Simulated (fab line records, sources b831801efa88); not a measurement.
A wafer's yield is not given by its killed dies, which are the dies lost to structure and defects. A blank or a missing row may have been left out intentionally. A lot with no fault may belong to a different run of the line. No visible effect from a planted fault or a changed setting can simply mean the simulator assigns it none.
2 desks looking at one fault || flow gf180mcu || each desk holds nothing but its own numbers, with what lay behind them at the end

== FOR THE TOOL OWNER'S DESK: pvdSputter-03 ==
The tool's own readings at GF_V5_SPUTTER_22 (material TiN, target thk 10 nm, time 40 s): means of the sampled wafers that have a number, for each lot that ran on this tool. The brackets show how far a lot's mean lies from the usual mean; more than 4 standard deviations puts the lot out of limits, marked OUT.
Columns: A = throttleValvePct at GF_V5_SPUTTER_22, usual 30.0 %
{"lot": "L788", "first seen here": "day 29 04:50", "A": 29.6}
{"lot": "L792", "first seen here": "day 30 11:00", "A": 30.1}
{"lot": "L793", "first seen here": "day 30 13:12", "A": 29.4}
{"lot": "L794", "first seen here": "day 30 22:02", "A": 30.6}
{"lot": "L804", "first seen here": "day 33 09:44", "A": 29.6}
This desk found nothing out of limits on any of the 5 lots.

== THE METROLOGY DESK ==
What the gauges read, lot by lot, whatever tool the lot ran on: means of the sampled wafers that have a number. The brackets show how far a lot's mean lies from the usual mean; more than 4 standard deviations puts the lot out of limits, marked OUT.
Columns: A = cdNm at GF_V5_CD_MEAS_14, usual 259.7 nm; B = V5_OVL at GF_V5_OVL_MEAS_15, usual 0 nm
{"lot": "L784", "first seen here": "day 28 00:56", "A": 258.1, "B": 2}
{"lot": "L788", "first seen here": "day 29 03:58", "A": 260.6, "B": 1}
{"lot": "L792", "first seen here": "day 30 10:06", "A": 259.4, "B": -0}
{"lot": "L793", "first seen here": "day 30 12:18", "A": 259.8, "B": 2}
{"lot": "L794", "first seen here": "day 30 21:10", "A": 260.2, "B": 4}
{"lot": "L800", "first seen here": "day 32 06:44", "A": 259.7, "B": -1}
{"lot": "L804", "first seen here": "day 33 08:51", "A": 261.5, "B": 1}
This desk found nothing out of limits on any of the 7 lots.

== BROUGHT TOGETHER ==
The desk of the tool owner found nothing out of limits.
Metrology desk: nothing out of limits seen.

== WHAT THE SIMULATOR PUT IN ==
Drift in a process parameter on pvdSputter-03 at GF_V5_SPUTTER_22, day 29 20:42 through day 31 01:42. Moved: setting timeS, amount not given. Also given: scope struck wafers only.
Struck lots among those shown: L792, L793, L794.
